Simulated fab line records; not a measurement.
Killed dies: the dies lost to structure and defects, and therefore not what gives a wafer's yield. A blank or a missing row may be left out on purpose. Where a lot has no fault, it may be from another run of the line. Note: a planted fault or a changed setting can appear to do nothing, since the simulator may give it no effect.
Which tool was responsible? + flow gf180mcu + Sampling: 12 lots, 36 wafers, 7 of 602 route steps

WHAT EACH GAUGE READ, for each wafer
GF_CONTACT_BOW_MEAS_05.
| lot  | measured     | on            | CONTACT_BOW (um) |
|------|--------------|---------------|------------------|
| L793 | day 15 22:31 | film-metro-03 | 67 64 71         |
| L794 | day 16 02:24 | film-metro-01 | 69 67 58         |
| L795 | day 16 15:11 | film-metro-01 | 68 66 79         |
| L796 | day 16 21:55 | film-metro-01 | 61 54 63         |
| L797 | day 17 04:47 | film-metro-01 | 65 52 68         |
| L799 | day 18 03:57 | film-metro-03 | 64 55 65         |
| L800 | day 18 13:28 | film-metro-01 | 72 63 66         |
| L808 | day 21 08:24 | film-metro-02 | 53 67 66         |
| L809 | day 21 12:43 | film-metro-03 | 67 78 55         |
| L810 | day 21 23:31 | film-metro-02 | 72 70 76         |
| L813 | day 22 19:58 | film-metro-01 | 70 74 75         |
| L814 | day 23 10:46 | film-metro-02 | 63 55 60         |

GF_CONTACT_OVL_MEAS_15.
| lot  | measured     | on         | CONTACT_OVL (nm) |
|------|--------------|------------|------------------|
| L793 | day 16 21:02 | overlay-02 | -3 -6 -10        |
| L794 | day 17 00:30 | overlay-02 | -4 -5 4          |
| L795 | day 17 14:32 | overlay-02 | 0 -5 -1          |
| L796 | day 17 21:01 | overlay-02 | 2 5 9            |
| L797 | day 18 04:23 | overlay-02 | -4 -5 -7         |
| L799 | day 19 04:32 | overlay-01 | -4 -7 -8         |
| L800 | day 19 13:16 | overlay-02 | 0 2 -1           |
| L808 | day 22 08:17 | overlay-01 | 5 -2 1           |
| L809 | day 22 11:32 | overlay-02 | 6 10 7           |
| L810 | day 22 22:06 | overlay-01 | 10 8 11          |
| L813 | day 23 18:31 | overlay-02 | -5 -3 1          |
| L814 | day 24 18:41 | overlay-02 | 9 9 10           |

GF_CONTACT_RS_MEAS_25: uses a four-point probe to measure.
| lot  | measured     | on            | CONTACT_W_RS (ohm/sq) |
|------|--------------|---------------|-----------------------|
| L793 | day 16 21:45 | film-metro-03 | 0.383 0.381 0.385     |
| L794 | day 17 01:13 | film-metro-02 | 0.381 0.381 0.383     |
| L795 | day 17 15:21 | film-metro-03 | 0.383 0.376 0.379     |
| L796 | day 17 21:53 | film-metro-03 | 0.383 0.385 0.383     |
| L797 | day 18 05:07 | film-metro-01 | 0.381 0.383 0.381     |
| L799 | day 19 05:13 | film-metro-02 | 0.385 0.382 0.387     |
| L800 | day 19 13:59 | film-metro-03 | 0.384 0.379 0.379     |
| L808 | day 22 09:01 | film-metro-02 | 0.388 0.390 0.260     |
| L809 | day 22 12:15 | film-metro-03 | 0.390 0.390 0.259     |
| L810 | day 22 22:48 | film-metro-03 | 0.377 0.375 0.379     |
| L813 | day 23 19:14 | film-metro-01 | 0.378 0.385 0.381     |
| L814 | day 24 19:22 | film-metro-01 | 0.386 0.381 0.379     |

GF_CONTACT_THK_MEAS_26: measures by xrf.
| lot  | measured     | on            | CONTACT_W_THK (nm) |
|------|--------------|---------------|--------------------|
| L793 | day 16 21:52 | film-metro-03 | 295 296 294        |
| L794 | day 17 01:19 | film-metro-02 | 295 296 295        |
| L795 | day 17 15:28 | film-metro-03 | 295 299 297        |
| L796 | day 17 21:59 | film-metro-03 | 296 295 296        |
| L797 | day 18 05:13 | film-metro-01 | 305 302 304        |
| L799 | day 19 05:20 | film-metro-02 | 296 298 294        |
| L800 | day 19 14:05 | film-metro-03 | 291 295 297        |
| L808 | day 22 09:07 | film-metro-02 | 290 289 429        |
| L809 | day 22 12:21 | film-metro-03 | 287 288 429        |
| L810 | day 22 22:55 | film-metro-03 | 296 298 296        |
| L813 | day 23 19:20 | film-metro-01 | 305 300 300        |
| L814 | day 24 19:29 | film-metro-01 | 300 305 305        |

GF_M1_RS_MEAS_05: uses a four-point probe to measure.
| lot  | measured     | on            | M1_ALCU_RS (ohm/sq)  |
|------|--------------|---------------|----------------------|
| L793 | day 16 22:27 | film-metro-01 | 0.0695 0.0695 0.0700 |
| L794 | day 17 01:55 | film-metro-04 | 0.0705 0.0690 0.0687 |
| L795 | day 17 16:03 | film-metro-01 | 0.0689 0.0688 0.0681 |
| L796 | day 18 01:08 | film-metro-04 | 0.0691 0.0690 0.0695 |
| L797 | day 18 05:49 | film-metro-04 | 0.0691 0.0676 0.0688 |
| L799 | day 19 05:55 | film-metro-04 | 0.0693 0.0691 0.0693 |
| L800 | day 19 14:41 | film-metro-01 | 0.0686 0.0698 0.0700 |
| L808 | day 22 09:43 | film-metro-01 | 0.0695 0.0694 0.0699 |
| L809 | day 22 12:57 | film-metro-04 | 0.0690 0.0689 0.0694 |
| L810 | day 22 23:30 | film-metro-04 | 0.0690 0.0690 0.0681 |
| L813 | day 23 19:56 | film-metro-02 | 0.0694 0.0689 0.0690 |
| L814 | day 24 20:04 | film-metro-01 | 0.0694 0.0709 0.0691 |

TOOL THAT RAN EACH LOT (tool first, then ch and the chambers of the sampled wafers, then the start)
| lot  | GF_CONTACT_CVD_24             | GF_CONTACT_CMP_27             |
|------|-------------------------------|-------------------------------|
| L793 | cvd-w-02 ch 0,1, day 16 21:39 | cmp-01 ch 0,1,2, day 16 21:59 |
| L794 | cvd-w-01 ch 0, day 17 01:05   | cmp-02 ch 0,1,3, day 17 01:22 |
| L795 | cvd-w-02 ch 0,1, day 17 15:15 | cmp-02 ch 1,2, day 17 15:32   |
| L796 | cvd-w-02 ch 0,1, day 17 21:46 | cmp-02 ch 0,2,3, day 18 00:43 |
| L797 | cvd-w-02 ch 0, day 18 04:59   | cmp-01 ch 0,2, day 18 05:19   |
| L799 | cvd-w-02 ch 0, day 19 05:07   | cmp-02 ch 0,2,3, day 19 05:27 |
| L800 | cvd-w-01 ch 0,1, day 19 13:53 | cmp-01 ch 1,2,3, day 19 14:14 |
| L808 | cvd-w-02 ch 0,1, day 22 08:55 | cmp-02 ch 0,3, day 22 09:10   |
| L809 | cvd-w-02 ch 0,1, day 22 12:09 | cmp-01 ch 0,2,3, day 22 12:32 |
| L810 | cvd-w-01 ch 0,1, day 22 22:42 | cmp-02 ch 0,1,3, day 22 22:59 |
| L813 | cvd-w-01 ch 0,1, day 23 19:08 | cmp-02 ch 1,2, day 23 19:23   |
| L814 | cvd-w-01 ch 0,1, day 24 19:16 | cmp-01 ch 1,2, day 24 19:36   |
- GF_CONTACT_CVD_24: deposits W, target thk 300 nm, time 90.339 s.
- GF_CONTACT_CMP_27: polishes, stops on SiO2, t overpolish 15 s, target thk 0 nm.

WHAT THE TOOLS THEMSELVES READ (means of the sampled wafers that have a number; where no wafer has one, the mark that the record gives instead)
GF_CONTACT_CVD_24.
| lot  | tool     | heater-power-w (W) |
|------|----------|--------------------|
| L793 | cvd-w-02 | 835                |
| L794 | cvd-w-01 | 751                |
| L795 | cvd-w-02 | 852                |
| L796 | cvd-w-02 | 841                |
| L797 | cvd-w-02 | 824                |
| L799 | cvd-w-02 | 828                |
| L800 | cvd-w-01 | 820                |
| L808 | cvd-w-02 | 843                |
| L809 | cvd-w-02 | 837                |
| L810 | cvd-w-01 | 813                |
| L813 | cvd-w-01 | 802                |
| L814 | cvd-w-01 | 872                |

GF_CONTACT_CMP_27.
| lot  | tool   | motor-current-A (A) | slurry-flow-ml-min | time-to-endpoint-s (s) |
|------|--------|---------------------|--------------------|------------------------|
| L793 | cmp-01 | 10.2                | 150.2              | 73                     |
| L794 | cmp-02 | 11.2                | 149.8              | 70                     |
| L795 | cmp-02 | 13.0                | 149.5              | 75                     |
| L796 | cmp-02 | 11.6                | 149.9              | 74                     |
| L797 | cmp-01 | 10.8                | 150.0              | 72                     |
| L799 | cmp-02 | 11.6                | 149.9              | 75                     |
| L800 | cmp-01 | 9.7                 | 150.2              | 74                     |
| L808 | cmp-02 | 10.2                | 149.8              | 82                     |
| L809 | cmp-01 | 10.3                | 150.4              | 79                     |
| L810 | cmp-02 | 10.9                | 150.5              | 74                     |
| L813 | cmp-02 | 13.1                | 150.4              | 76                     |
| L814 | cmp-01 | 9.9                 | 150.2              | 74                     |

THE ANSWER, worked out from the rows above alone
Rule: usual is defined by the lots themselves. The widest of any qualifying gaps counts: lots, ordered by their means at a reading, are off when they make up no more than a third of the lots, leave a main group of 4 or more, and stand apart from it by 3 or more times the standard deviation of that group's means. A main group whose means are all the same, to the digits that the tables above print for the reading, isn't used. Also off: a lot with no number at a reading for which 4 or more lots have one. All remaining lots with rows at the step are treated as sound. The gauges are gone through in route order, then the tools' own readings, and for those a lot's mean is taken as printed above. The first step at which some lot is off is used, and at that step the reading that is off furthest; a lot without a number counts as furthest.
Off: L808, L809, at GF_CONTACT_RS_MEAS_25 (CONTACT_W_RS). The main group: mean 0.382 ohm/sq, standard deviation 0.0021.
If a tool, at a process step before that reading, ran all the lots that are off and no sound lot after the first of them, it fits. The gauges at GF_CONTACT_RS_MEAS_25 are tried like those tools. One fits: GF_CONTACT_CVD_24 on cvd-w-02. Its last sound lot is L799 (day 19 05:07), its first lot that is off L808 (day 22 08:55): a fault that began between those two fits.

WHAT THE SIMULATOR PUT IN
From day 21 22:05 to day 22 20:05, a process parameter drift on cvd-w-02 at GF_CONTACT_CVD_24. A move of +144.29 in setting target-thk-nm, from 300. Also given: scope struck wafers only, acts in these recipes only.
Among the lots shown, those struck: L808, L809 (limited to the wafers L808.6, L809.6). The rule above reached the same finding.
